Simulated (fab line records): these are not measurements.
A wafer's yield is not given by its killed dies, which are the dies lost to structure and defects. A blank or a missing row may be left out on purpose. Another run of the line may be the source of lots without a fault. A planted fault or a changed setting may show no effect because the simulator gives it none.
fab line records -- flow gf180mcu
record: lots: 24, wafers: 72, lastDay: 34
route steps=602 shown STI@23 CONTACT@303 V2@396 M3@412 V5@563
lots that met no fault: taken from a fault-free run of the same line
startH: start of the lot's first displayed wafer, in hours after the record's first day -- waitH: hours elapsed since this lot's preceding step -- " same as the row above -- L1.1+2: a single row standing in for several wafers -- - value missing, or start not given -- * or withheld: withheld -- < > ~ a bound
route shown NAME@n: NAME is a module with steps in the file, n the number in the route of the first one -- usual: mean/standard deviation taken from wafers without a fault -- same: alike in all rows -- chamber/n: place in a boat -- sites: the reading at each site -- _std_site: the values' standard deviation -- _edge_site: the outer-site mean with the inner-site mean subtracted -- radiusMm: for every site, how far away it sits from the centre of the wafer -- mask NAME#n: copy n -- behind: the most recent tool/chamber to have shaped the wafer -- hold: reason for holding the lot/hours on hold/outcome of the hold -- device: whichever transistor did not switch (one of n, p or np) -- end of line: the tests these same wafers got at the end of their route -- step lacking rows: just its recipe -- killed: at the first sort, the dies lost to defects and structure; wafer yield is something else -- map: a wafer's dies, marking killed ones x, the rest . and places with no die _
set.NAME: the setting the step ran with; set.NAME@STEP: the setting that earlier step ran with -- model.NAME: the simulator's own value behind a step, which no gauge read
steps of the route over a sample of lots; a table a step, a row a wafer
services: a tool's chamber out of use, with start hour (startH, from the record's first day; less than 0 if before it), hours out, and reason
== steps ==
step: GF_STI_THK_MEAS_22
recipe: reads: SiO2_of_STI_OXIDATION_21
usual: STI_OXIDATION_01_THK: 14.98/0.23
lot.wafer,tool,chamber,startH,waitH,STI_OXIDATION_01_THK[nm]
L074.1,filmMetro-01,-,27.93,0.0,15.37
L074.5,filmMetro-01,-,27.93,0.0,14.97
L074.6,filmMetro-01,-,27.93,0.0,15.30
L075.2,filmMetro-01,-,33.04,0.0,15.31
L075.5,filmMetro-01,-,33.04,0.0,15.16
L075.6,filmMetro-01,-,33.04,0.0,15.04
L076.1,filmMetro-02,-,39.06,0.0,15.03
L076.2,filmMetro-02,-,39.06,0.0,15.35
L076.5,filmMetro-02,-,39.06,0.0,15.21
L077.1,filmMetro-03,-,42.73,0.0,15.13
L077.2,filmMetro-03,-,42.73,0.0,15.09
L077.3,filmMetro-03,-,42.73,0.0,15.21
L078.1,filmMetro-03,-,48.12,0.0,15.44
L078.4,filmMetro-03,-,48.12,0.0,15.20
L078.5,filmMetro-03,-,48.12,0.0,14.95
L079.1,filmMetro-01,-,52.66,0.0,14.72
L079.4,filmMetro-01,-,52.66,0.0,14.96
L079.6,filmMetro-01,-,52.66,0.0,14.51
L080.3,filmMetro-03,-,57.43,0.0,15.32
L080.4,filmMetro-03,-,57.43,0.0,15.33
L080.6,filmMetro-03,-,57.43,0.0,15.46
L081.2,filmMetro-03,-,64.20,0.0,14.82
L081.3,filmMetro-03,-,64.20,0.0,14.95
L081.5,filmMetro-03,-,64.20,0.0,14.92
L082.1,filmMetro-02,-,69.81,0.0,14.92
L082.4,filmMetro-02,-,69.81,0.0,15.06
L082.6,filmMetro-02,-,69.81,0.0,15.15
L083.1,filmMetro-02,-,73.48,0.0,14.96
L083.2,filmMetro-02,-,73.48,0.0,15.10
L083.3,filmMetro-02,-,73.48,0.0,15.01
L084.1,filmMetro-03,-,78.34,0.0,14.96
L084.3,filmMetro-03,-,78.34,0.0,14.79
L084.5,filmMetro-03,-,78.34,0.0,14.87
L085.1,filmMetro-01,-,83.26,0.0,15.06
L085.3,filmMetro-01,-,83.26,0.0,15.05
L085.5,filmMetro-01,-,83.26,0.0,15.19
L086.1,filmMetro-02,-,89.36,0.0,14.92
L086.5,filmMetro-02,-,89.36,0.0,14.94
L086.6,filmMetro-02,-,89.36,0.0,14.87
L087.1,filmMetro-02,-,94.84,0.0,15.26
L087.4,filmMetro-02,-,94.84,0.0,15.50
L087.5,filmMetro-02,-,94.84,0.0,15.34
L088.2,filmMetro-03,-,100.44,0.0,14.74
L088.4,filmMetro-03,-,100.44,0.0,14.69
L088.5,filmMetro-03,-,100.44,0.0,14.87
L089.1,filmMetro-02,-,106.04,0.0,15.20
L089.3,filmMetro-02,-,106.04,0.0,15.04
L089.5,filmMetro-02,-,106.04,0.0,14.98
L090.3,filmMetro-01,-,110.00,0.0,15.26
L090.5,filmMetro-01,-,110.00,0.0,15.33
L090.6,filmMetro-01,-,110.00,0.0,15.10
L091.3,filmMetro-03,-,117.69,0.0,14.76
L091.5,filmMetro-03,-,117.69,0.0,14.81
L091.6,filmMetro-03,-,117.69,0.0,14.97
L092.1,filmMetro-03,-,122.46,0.0,14.68
L092.2,filmMetro-03,-,122.46,0.0,14.80
L092.4,filmMetro-03,-,122.46,0.0,14.90
L093.1,filmMetro-03,-,126.85,0.0,14.68
L093.4,filmMetro-03,-,126.85,0.0,14.79
L093.5,filmMetro-03,-,126.85,0.0,14.82
L094.1,filmMetro-01,-,129.95,0.0,14.57
L094.2,filmMetro-01,-,129.95,0.0,14.77
L094.6,filmMetro-01,-,129.95,0.0,14.88
L095.1,filmMetro-01,-,134.98,0.0,15.01
L095.3,filmMetro-01,-,134.98,0.0,14.78
L095.6,filmMetro-01,-,134.98,0.0,14.83
L096.1,filmMetro-01,-,143.44,0.0,14.88
L096.4,filmMetro-01,-,143.44,0.0,14.78
L096.5,filmMetro-01,-,143.44,0.0,14.79
L097.1,filmMetro-02,-,147.05,0.0,15.02
L097.3,filmMetro-02,-,147.05,0.0,15.06
L097.5,filmMetro-02,-,147.05,0.0,15.04
step: GF_CONTACT_ETCH_16
recipe: chemistry: N2/H2, targetDepthA: withheld, overetchA: withheld, timeS: withheld, target: BARC, ionEnergyEv: 200, sourceW: 500, biasW: 100, pressureMtorr: 30, n2FlowSccm: 100, h2FlowSccm: 200
usual: drypumpMotorCurrentA: 5.6/0.43, oesProductAu: 0.854/0.0047, throttleValvePct: 13.226/0.0091
lot.wafer,tool,chamber,startH,waitH,drypumpMotorCurrentA,oesProductAu,throttleValvePct
L074.1,rieDiel-01,1,357.19,0.0,5.6,0.842,13.219
L074.5,rieDiel-01,1,357.19,0.0,5.6,0.856,13.224
L074.6,rieDiel-01,2,357.19,0.0,5.6,0.852,13.213
L075.2,rieDiel-04,0,372.65,0.0,5.1,0.857,13.230
L075.5,rieDiel-04,3,372.65,0.0,5.2,0.869,13.226
L075.6,rieDiel-04,0,372.65,0.0,5.1,0.860,13.228
L076.1,rieDiel-01,3,381.24,0.0,6.0,0.846,13.219
L076.2,rieDiel-01,2,381.24,0.0,5.6,0.849,13.218
L076.5,rieDiel-01,0,381.24,0.0,5.0,0.857,13.230
L077.1,rieDiel-04,1,384.95,0.0,6.2,0.850,13.226
L077.2,rieDiel-04,0,384.95,0.0,5.1,0.852,13.234
L077.3,rieDiel-04,3,384.95,0.0,5.2,0.854,13.203
L078.1,rieDiel-02,2,395.35,0.0,5.8,0.862,13.230
L078.4,rieDiel-02,2,395.35,0.0,5.8,0.860,13.234
L078.5,rieDiel-02,3,395.35,0.0,5.0,0.853,13.238
L079.1,rieDiel-01,1,400.81,0.0,5.6,0.852,13.232
L079.4,rieDiel-01,3,400.81,0.0,6.0,0.850,13.227
L079.6,rieDiel-01,1,400.81,0.0,5.6,0.854,13.219
L080.3,rieDiel-01,3,416.26,0.0,6.0,0.854,13.248
L080.4,rieDiel-01,2,416.26,0.0,5.6,0.856,13.241
L080.6,rieDiel-01,1,416.26,0.0,5.6,0.850,13.230
L081.2,rieDiel-04,2,423.96,0.0,6.2,0.854,13.238
L081.3,rieDiel-04,1,423.96,0.0,6.2,0.846,13.216
L081.5,rieDiel-04,1,423.96,0.0,6.1,0.844,13.226
L082.1,rieDiel-02,3,432.96,0.0,5.0,0.858,13.216
L082.4,rieDiel-02,2,432.96,0.0,5.8,0.846,13.242
L082.6,rieDiel-02,3,432.96,0.0,5.0,0.858,13.222
L083.1,rieDiel-04,2,440.20,0.0,6.2,0.857,13.228
L083.2,rieDiel-04,1,440.20,0.0,6.2,0.852,13.224
L083.3,rieDiel-04,3,440.20,0.0,5.2,0.866,13.238
L084.1,rieDiel-02,1,452.76,0.0,5.6,0.851,13.227
L084.3,rieDiel-02,3,452.76,0.0,5.0,0.852,13.236
L084.5,rieDiel-02,2,452.76,0.0,5.8,0.850,13.223
L085.1,rieDiel-01,3,457.34,0.0,6.0,0.852,13.222
L085.3,rieDiel-01,0,457.34,0.0,5.0,0.863,13.222
L085.5,rieDiel-01,2,457.34,0.0,5.6,0.855,13.206
L086.1,rieDiel-04,0,476.29,0.0,5.1,0.856,13.222
L086.5,rieDiel-04,2,476.29,0.0,6.2,0.854,13.221
L086.6,rieDiel-04,1,476.29,0.0,6.2,0.862,13.229
L087.1,rieDiel-02,0,487.89,0.0,5.4,0.851,13.224
L087.4,rieDiel-02,1,487.89,0.0,5.6,0.859,13.226
L087.5,rieDiel-02,3,487.89,0.0,5.0,0.855,13.223
L088.2,rieDiel-04,2,491.20,0.0,6.3,0.850,13.234
L088.4,rieDiel-04,2,491.20,0.0,6.2,0.858,13.228
L088.5,rieDiel-04,1,491.20,0.0,6.2,0.858,13.230
L089.1,rieDiel-02,1,496.80,0.0,5.6,0.856,13.238
L089.3,rieDiel-02,3,496.80,0.0,5.0,0.855,13.221
L089.5,rieDiel-02,0,496.80,0.0,5.4,0.854,13.232
L090.3,rieDiel-02,0,503.59,0.0,5.3,0.846,13.212
L090.5,rieDiel-02,3,503.59,0.0,5.0,0.848,13.208
L090.6,rieDiel-02,0,503.59,0.0,5.3,0.858,13.211
L091.3,rieDiel-02,2,515.54,0.0,5.8,0.857,13.239
L091.5,rieDiel-02,1,515.54,0.0,5.6,0.850,13.222
L091.6,rieDiel-02,0,515.54,0.0,5.4,0.859,13.217
L092.1,rieDiel-04,1,523.72,0.0,6.2,0.852,13.216
L092.2,rieDiel-04,0,523.72,0.0,5.1,0.859,13.238
L092.4,rieDiel-04,3,523.72,0.0,5.2,0.856,13.245
L093.1,rieDiel-01,1,530.62,0.0,5.6,0.863,13.222
L093.4,rieDiel-01,1,530.62,0.0,5.6,0.851,13.242
L093.5,rieDiel-01,2,530.62,0.0,5.6,0.852,13.219
L094.1,rieDiel-04,0,534.70,0.0,5.1,0.850,13.217
L094.2,rieDiel-04,2,534.70,0.0,6.2,0.853,13.238
L094.6,rieDiel-04,3,534.70,0.0,5.2,0.851,13.235
L095.1,rieDiel-04,1,546.09,0.0,6.2,0.859,13.224
L095.3,rieDiel-04,3,546.09,0.0,5.2,0.858,13.219
L095.6,rieDiel-04,1,546.09,0.0,6.2,0.854,13.221
L096.1,rieDiel-02,1,554.25,0.0,5.6,0.854,13.226
L096.4,rieDiel-02,3,554.25,0.0,5.0,0.855,13.220
L096.5,rieDiel-02,2,554.25,0.0,5.8,0.854,13.210
L097.1,rieDiel-01,3,560.84,0.0,6.0,0.846,13.229
L097.3,rieDiel-01,0,560.84,0.0,5.0,0.858,13.236
L097.5,rieDiel-01,3,560.84,0.0,6.0,0.859,13.233
step: GF_V2_CD_MEAS_14
recipe: targetCdNm: 260
usual: cdNm: 260.2/1
lot.wafer,tool,chamber,startH,waitH,cdNm
L074.1,cdSem-01,-,457.35,0.1,260.2
L074.5,cdSem-01,-,457.35,0.1,260.7
L074.6,cdSem-01,-,457.35,0.1,260.1
L075.2,cdSem-01,-,472.21,0.1,259.9
L075.5,cdSem-01,-,472.21,0.1,260.2
L075.6,cdSem-01,-,472.21,0.1,259.6
L076.1,cdSem-02,-,482.70,0.1,259.3
L076.2,cdSem-02,-,482.70,0.1,260.7
L076.5,cdSem-02,-,482.70,0.1,260.0
L077.1,cdSem-02,-,486.43,0.1,259.5
L077.2,cdSem-02,-,486.43,0.1,259.7
L077.3,cdSem-02,-,486.43,0.1,259.6
L078.1,cdSem-01,-,495.78,0.1,262.1
L078.4,cdSem-01,-,495.78,0.1,262.2
L078.5,cdSem-01,-,495.78,0.1,261.5
L079.1,cdSem-01,-,503.04,0.1,258.4
L079.4,cdSem-01,-,503.04,0.1,258.4
L079.6,cdSem-01,-,503.04,0.1,259.6
L080.3,cdSem-01,-,518.44,0.1,259.4
L080.4,cdSem-01,-,518.44,0.1,259.7
L080.6,cdSem-01,-,518.44,0.1,260.1
L081.2,cdSem-02,-,525.17,0.1,260.2
L081.3,cdSem-02,-,525.17,0.1,259.0
L081.5,cdSem-02,-,525.17,0.1,261.2
L082.1,cdSem-02,-,533.65,0.1,260.1
L082.4,cdSem-02,-,533.65,0.1,259.9
L082.6,cdSem-02,-,533.65,0.1,258.6
L083.1,cdSem-02,-,538.40,0.1,261.4
L083.2,cdSem-02,-,538.40,0.1,263.1
L083.3,cdSem-02,-,538.40,0.1,261.6
L084.1,cdSem-01,-,553.33,0.1,260.2
L084.3,cdSem-01,-,553.33,0.1,260.0
L084.5,cdSem-01,-,553.33,0.1,260.1
L085.1,cdSem-01,-,555.59,0.1,261.3
L085.3,cdSem-01,-,555.59,0.1,262.1
L085.5,cdSem-01,-,555.59,0.1,261.9
L086.1,cdSem-01,-,574.50,0.1,260.5
L086.5,cdSem-01,-,574.50,0.1,260.1
L086.6,cdSem-01,-,574.50,0.1,259.4
L087.1,cdSem-02,-,584.49,0.1,259.9
L087.4,cdSem-02,-,584.49,0.1,260.0
L087.5,cdSem-02,-,584.49,0.1,260.4
L088.2,cdSem-02,-,587.85,0.1,260.0
L088.4,cdSem-02,-,587.85,0.1,259.4
L088.5,cdSem-02,-,587.85,0.1,259.5
L089.1,cdSem-01,-,592.75,0.1,259.8
L089.3,cdSem-01,-,592.75,0.1,261.1
L089.5,cdSem-01,-,592.75,0.1,261.2
L090.3,cdSem-02,-,599.38,0.1,260.7
L090.5,cdSem-02,-,599.38,0.1,260.7
L090.6,cdSem-02,-,599.38,0.1,259.8
L091.3,cdSem-02,-,609.44,0.1,259.0
L091.5,cdSem-02,-,609.44,0.1,259.4
L091.6,cdSem-02,-,609.44,0.1,257.9
L092.1,cdSem-01,-,616.75,0.1,260.0
L092.2,cdSem-01,-,616.75,0.1,259.4
L092.4,cdSem-01,-,616.75,0.1,258.9
L093.1,cdSem-01,-,623.39,0.1,261.7
L093.4,cdSem-01,-,623.39,0.1,261.5
L093.5,cdSem-01,-,623.39,0.1,262.0
L094.1,cdSem-01,-,627.38,0.1,260.9
L094.2,cdSem-01,-,627.38,0.1,260.6
L094.6,cdSem-01,-,627.38,0.1,260.9
L095.1,cdSem-01,-,636.95,0.1,259.0
L095.3,cdSem-01,-,636.95,0.1,258.7
L095.6,cdSem-01,-,636.95,0.1,259.7
L096.1,cdSem-01,-,644.10,0.1,260.1
L096.4,cdSem-01,-,644.10,0.1,260.2
L096.5,cdSem-01,-,644.10,0.1,260.3
L097.1,cdSem-02,-,650.19,0.1,261.5
L097.3,cdSem-02,-,650.19,0.1,260.9
L097.5,cdSem-02,-,650.19,0.1,260.4
step: GF_V2_RS_MEAS_24
recipe: thkMeasGauge: four-point-probe, reads: W_of_V2_CVD_23+TiN_of_V2_SPUTTER_22+Ti_of_V2_SPUTTER_21
usual: V2_W_RS: 0.329/0.0033
lot.wafer,tool,chamber,startH,waitH,V2_W_RS[ohm/sq]
L074.1,filmMetro-04,-,458.51,0.1,0.331
L074.5,filmMetro-04,-,458.51,0.1,0.330
L074.6,filmMetro-04,-,458.51,0.1,0.329
L075.2,filmMetro-04,-,473.24,0.1,0.330
L075.5,filmMetro-04,-,473.24,0.1,0.331
L075.6,filmMetro-04,-,473.24,0.1,0.329
L076.1,filmMetro-01,-,483.73,0.1,0.336
L076.2,filmMetro-01,-,483.73,0.1,0.335
L076.5,filmMetro-01,-,483.73,0.1,0.329
L077.1,filmMetro-01,-,487.47,0.1,0.320
L077.2,filmMetro-01,-,487.47,0.1,0.322
L077.3,filmMetro-01,-,487.47,0.1,0.325
L078.1,filmMetro-04,-,496.81,0.1,0.334
L078.4,filmMetro-04,-,496.81,0.1,0.334
L078.5,filmMetro-04,-,496.81,0.1,0.327
L079.1,filmMetro-02,-,504.07,0.1,0.325
L079.4,filmMetro-02,-,504.07,0.1,0.331
L079.6,filmMetro-02,-,504.07,0.1,0.326
L080.3,filmMetro-02,-,519.47,0.1,0.330
L080.4,filmMetro-02,-,519.47,0.1,0.326
L080.6,filmMetro-02,-,519.47,0.1,0.329
L081.2,filmMetro-04,-,526.23,0.1,0.323
L081.3,filmMetro-04,-,526.23,0.1,0.326
L081.5,filmMetro-04,-,526.23,0.1,0.330
L082.1,filmMetro-01,-,534.71,0.1,0.333
L082.4,filmMetro-01,-,534.71,0.1,0.337
L082.6,filmMetro-01,-,534.71,0.1,0.330
L083.1,filmMetro-02,-,539.43,0.1,0.331
L083.2,filmMetro-02,-,539.43,0.1,0.322
L083.3,filmMetro-02,-,539.43,0.1,0.324
L084.1,filmMetro-01,-,554.37,0.1,0.324
L084.3,filmMetro-01,-,554.37,0.1,0.326
L084.5,filmMetro-01,-,554.37,0.1,0.328
L085.1,filmMetro-02,-,556.89,0.1,0.329
L085.3,filmMetro-02,-,556.89,0.1,0.332
L085.5,filmMetro-02,-,556.89,0.1,0.334
L086.1,filmMetro-02,-,575.53,0.1,0.331
L086.5,filmMetro-02,-,575.53,0.1,0.330
L086.6,filmMetro-02,-,575.53,0.1,0.329
L087.1,filmMetro-01,-,585.53,0.1,0.330
L087.4,filmMetro-01,-,585.53,0.1,0.326
L087.5,filmMetro-01,-,585.53,0.1,0.324
L088.2,filmMetro-01,-,588.88,0.1,0.332
L088.4,filmMetro-01,-,588.88,0.1,0.327
L088.5,filmMetro-01,-,588.88,0.1,0.335
L089.1,filmMetro-01,-,593.78,0.1,0.331
L089.3,filmMetro-01,-,593.78,0.1,0.326
L089.5,filmMetro-01,-,593.78,0.1,0.332
L090.3,filmMetro-01,-,600.42,0.1,0.331
L090.5,filmMetro-01,-,600.42,0.1,0.331
L090.6,filmMetro-01,-,600.42,0.1,0.330
L091.3,filmMetro-02,-,610.50,0.1,0.330
L091.5,filmMetro-02,-,610.50,0.1,0.329
L091.6,filmMetro-02,-,610.50,0.1,0.321
L092.1,filmMetro-01,-,617.78,0.1,0.326
L092.2,filmMetro-01,-,617.78,0.1,0.334
L092.4,filmMetro-01,-,617.78,0.1,0.334
L093.1,filmMetro-04,-,624.43,0.1,0.334
L093.4,filmMetro-04,-,624.43,0.1,0.334
L093.5,filmMetro-04,-,624.43,0.1,0.332
L094.1,filmMetro-01,-,628.44,0.1,0.329
L094.2,filmMetro-01,-,628.44,0.1,0.329
L094.6,filmMetro-01,-,628.44,0.1,0.335
L095.1,filmMetro-04,-,638.06,0.1,0.331
L095.3,filmMetro-04,-,638.06,0.1,0.327
L095.6,filmMetro-04,-,638.06,0.1,0.330
L096.1,filmMetro-02,-,645.13,0.1,0.329
L096.4,filmMetro-02,-,645.13,0.1,0.330
L096.5,filmMetro-02,-,645.13,0.1,0.327
L097.1,filmMetro-02,-,651.22,0.1,0.329
L097.3,filmMetro-02,-,651.22,0.1,0.332
L097.5,filmMetro-02,-,651.22,0.1,0.331
step: GF_M3_SPUTTER_03
recipe: material: Ti, targetThkNm: 10, substrateTempC: 300, chamberPressurePa: 0.3, powerW: 3000, timeS: 6.366
usual: throttleValvePct: 30.0/0.96
lot.wafer,tool,chamber,startH,waitH,throttleValvePct
L074.1,pvdSputter-01,-,459.17,0.0,30.0
L074.5,pvdSputter-01,-,459.17,0.0,31.4
L074.6,pvdSputter-01,-,459.17,0.0,30.5
L075.2,pvdSputter-02,-,473.86,0.0,29.5
L075.5,pvdSputter-02,-,473.86,0.0,30.9
L075.6,pvdSputter-02,-,473.86,0.0,29.3
L076.1,pvdSputter-01,-,484.37,0.0,30.5
L076.2,pvdSputter-01,-,484.37,0.0,31.6
L076.5,pvdSputter-01,-,484.37,0.0,29.9
L077.1,pvdSputter-04,-,488.11,0.0,28.6
L077.2,pvdSputter-04,-,488.11,0.0,29.0
L077.3,pvdSputter-04,-,488.11,0.0,28.6
L078.1,pvdSputter-01,-,497.45,0.0,29.3
L078.4,pvdSputter-01,-,497.45,0.0,31.4
L078.5,pvdSputter-01,-,497.45,0.0,29.7
L079.1,pvdSputter-04,-,504.72,0.0,28.7
L079.4,pvdSputter-04,-,504.72,0.0,30.1
L079.6,pvdSputter-04,-,504.72,0.0,28.7
L080.3,pvdSputter-02,-,521.92,0.0,30.0
L080.4,pvdSputter-02,-,521.92,0.0,29.2
L080.6,pvdSputter-02,-,521.92,0.0,29.2
L081.2,pvdSputter-04,-,526.85,0.0,28.5
L081.3,pvdSputter-04,-,526.85,0.0,28.7
L081.5,pvdSputter-04,-,526.85,0.0,28.5
L082.1,pvdSputter-02,-,535.60,0.0,30.8
L082.4,pvdSputter-02,-,535.60,0.0,30.1
L082.6,pvdSputter-02,-,535.60,0.0,29.4
L083.1,pvdSputter-01,-,540.07,0.0,29.4
L083.2,pvdSputter-01,-,540.07,0.0,30.1
L083.3,pvdSputter-01,-,540.07,0.0,31.4
L084.1,pvdSputter-01,-,555.01,0.0,30.0
L084.3,pvdSputter-01,-,555.01,0.0,30.2
L084.5,pvdSputter-01,-,555.01,0.0,29.8
L085.1,pvdSputter-01,-,557.53,0.0,31.5
L085.3,pvdSputter-01,-,557.53,0.0,30.4
L085.5,pvdSputter-01,-,557.53,0.0,30.4
L086.1,pvdSputter-01,-,576.17,0.0,30.2
L086.5,pvdSputter-01,-,576.17,0.0,30.1
L086.6,pvdSputter-01,-,576.17,0.0,29.9
L087.1,pvdSputter-01,-,586.17,0.0,29.7
L087.4,pvdSputter-01,-,586.17,0.0,31.5
L087.5,pvdSputter-01,-,586.17,0.0,31.4
L088.2,pvdSputter-02,-,589.50,0.0,30.1
L088.4,pvdSputter-02,-,589.50,0.0,29.4
L088.5,pvdSputter-02,-,589.50,0.0,29.3
L089.1,pvdSputter-02,-,594.42,0.0,30.0
L089.3,pvdSputter-02,-,594.42,0.0,31.6
L089.5,pvdSputter-02,-,594.42,0.0,31.1
L090.3,pvdSputter-02,-,601.02,0.0,31.7
L090.5,pvdSputter-02,-,601.02,0.0,31.8
L090.6,pvdSputter-02,-,601.02,0.0,30.0
L091.3,pvdSputter-01,-,611.10,0.0,31.4
L091.5,pvdSputter-01,-,611.10,0.0,29.2
L091.6,pvdSputter-01,-,611.10,0.0,30.3
L092.1,pvdSputter-04,-,618.42,0.0,28.9
L092.2,pvdSputter-04,-,618.42,0.0,28.7
L092.4,pvdSputter-04,-,618.42,0.0,30.4
L093.1,pvdSputter-04,-,625.07,0.0,28.8
L093.4,pvdSputter-04,-,625.07,0.0,28.7
L093.5,pvdSputter-04,-,625.07,0.0,28.8
L094.1,pvdSputter-04,-,629.08,0.0,28.8
L094.2,pvdSputter-04,-,629.08,0.0,28.7
L094.6,pvdSputter-04,-,629.08,0.0,29.0
L095.1,pvdSputter-04,-,638.70,0.0,30.5
L095.3,pvdSputter-04,-,638.70,0.0,28.3
L095.6,pvdSputter-04,-,638.70,0.0,30.7
L096.1,pvdSputter-01,-,645.77,0.0,29.3
L096.4,pvdSputter-01,-,645.77,0.0,30.2
L096.5,pvdSputter-01,-,645.77,0.0,29.7
L097.1,pvdSputter-01,-,651.86,0.0,29.5
L097.3,pvdSputter-01,-,651.86,0.0,30.1
L097.5,pvdSputter-01,-,651.86,0.0,29.5
step: GF_V5_CVD_23
recipe: material: W, targetThkNm: 350, timeS: 104.9, tempC: 400, pressureTorr: 40
usual: heaterPowerW: 804/120
lot.wafer,tool,chamber,startH,waitH,heaterPowerW
L074.1,cvdW-02,1,625.62,0.0,990
L074.5,cvdW-02,0,625.62,0.0,715
L074.6,cvdW-02,1,625.62,0.0,996
L075.2,cvdW-02,0,637.30,0.0,716
L075.5,cvdW-02,0,637.30,0.0,701
L075.6,cvdW-02,1,637.30,0.0,997
L076.1,cvdW-02,0,646.43,0.0,677
L076.2,cvdW-02,1,646.43,0.0,974
L076.5,cvdW-02,1,646.43,0.0,985
L077.1,cvdW-01,0,649.23,0.0,733
L077.2,cvdW-01,1,649.23,0.0,739
L077.3,cvdW-01,0,649.23,0.0,726
L078.1,cvdW-02,1,657.04,0.0,975
L078.4,cvdW-02,1,657.04,0.0,991
L078.5,cvdW-02,0,657.04,0.0,701
L079.1,cvdW-01,0,663.94,0.0,730
L079.4,cvdW-01,0,663.94,0.0,752
L079.6,cvdW-01,0,663.94,0.0,724
L080.3,cvdW-01,1,677.71,0.1,746
L080.4,cvdW-01,0,677.71,0.1,728
L080.6,cvdW-01,0,677.71,0.1,754
L081.2,cvdW-01,0,682.08,0.0,733
L081.3,cvdW-01,0,682.08,0.0,731
L081.5,cvdW-01,0,682.08,0.0,712
L082.1,cvdW-02,0,688.34,0.0,712
L082.4,cvdW-02,1,688.34,0.0,994
L082.6,cvdW-02,1,688.34,0.0,972
L083.1,cvdW-02,1,692.66,0.0,999
L083.2,cvdW-02,0,692.66,0.0,713
L083.3,cvdW-02,1,692.66,0.0,993
L084.1,cvdW-01,0,705.42,0.0,716
L084.3,cvdW-01,1,705.42,0.0,752
L084.5,cvdW-01,0,705.42,0.0,740
L085.1,cvdW-02,0,708.93,0.0,710
L085.3,cvdW-02,0,708.93,0.0,694
L085.5,cvdW-02,0,708.93,0.0,704
L086.1,cvdW-01,0,723.20,0.0,735
L086.5,cvdW-01,1,723.20,0.0,752
L086.6,cvdW-01,0,723.20,0.0,743
L087.1,cvdW-02,1,731.43,0.0,999
L087.4,cvdW-02,1,731.43,0.0,989
L087.5,cvdW-02,0,731.43,0.0,716
L088.2,cvdW-02,0,734.53,0.0,722
L088.4,cvdW-02,1,734.53,0.0,993
L088.5,cvdW-02,1,734.53,0.0,977
L089.1,cvdW-02,0,737.36,0.0,708
L089.3,cvdW-02,0,737.36,0.0,715
L089.5,cvdW-02,1,737.36,0.0,957
L090.3,cvdW-01,0,743.72,0.1,759
L090.5,cvdW-01,0,743.72,0.1,744
L090.6,cvdW-01,1,743.72,0.1,744
L091.3,cvdW-01,1,750.26,0.1,737
L091.5,cvdW-01,0,750.26,0.1,747
L091.6,cvdW-01,1,750.26,0.1,756
L092.1,cvdW-02,0,756.82,0.0,707
L092.2,cvdW-02,1,756.82,0.0,994
L092.4,cvdW-02,1,756.82,0.0,1010
L093.1,cvdW-01,1,763.68,0.0,761
L093.4,cvdW-01,0,763.68,0.0,735
L093.5,cvdW-01,0,763.68,0.0,756
L094.1,cvdW-02,1,766.58,0.0,1030
L094.2,cvdW-02,0,766.58,0.0,720
L094.6,cvdW-02,0,766.58,0.0,706
L095.1,cvdW-02,1,774.31,0.0,1001
L095.3,cvdW-02,1,774.31,0.0,988
L095.6,cvdW-02,0,774.31,0.0,729
L096.1,cvdW-02,1,779.82,0.0,989
L096.4,cvdW-02,0,779.82,0.0,711
L096.5,cvdW-02,1,779.82,0.0,991
L097.1,cvdW-01,0,784.60,0.0,751
L097.3,cvdW-01,0,784.60,0.0,730
L097.5,cvdW-01,1,784.60,0.0,750
== services ==
tool,chamber,startH,hours,kind
rieDiel-04,-,361.30,0.7,repair
cvdW-01,-,390.00,14.0,pm
cvdW-01,-,404.00,6.9,pm
rieDiel-04,-,425.42,14.6,pm
pvdSputter-01,-,442.92,7.8,repair
cvdW-02,0,447.52,1.6,repair
cvdW-01,-,448.38,1.2,repair
rieDiel-04,-,473.70,2.1,repair
rieDiel-04,-,488.37,1.2,repair
cvdW-02,1,493.01,14.5,repair
cvdW-02,-,496.41,1.5,repair
cvdW-02,-,501.20,6.9,pm
pvdSputter-01,-,505.20,2.9,repair
rieDiel-04,2,506.78,10.9,repair
pvdSputter-01,-,535.17,1.9,repair
rieDiel-04,0,537.85,13.1,repair
cvdW-01,1,564.65,3.8,repair
rieDiel-04,1,589.23,11.7,repair
cvdW-01,-,628.69,0.3,repair
cvdW-01,-,639.73,1.1,repair
cvdW-01,1,654.34,14.7,repair
cvdW-01,-,687.62,6.0,pm
cvdW-02,-,765.68,0.6,repair
cvdW-01,-,783.70,0.9,repair
== key ==
fault none
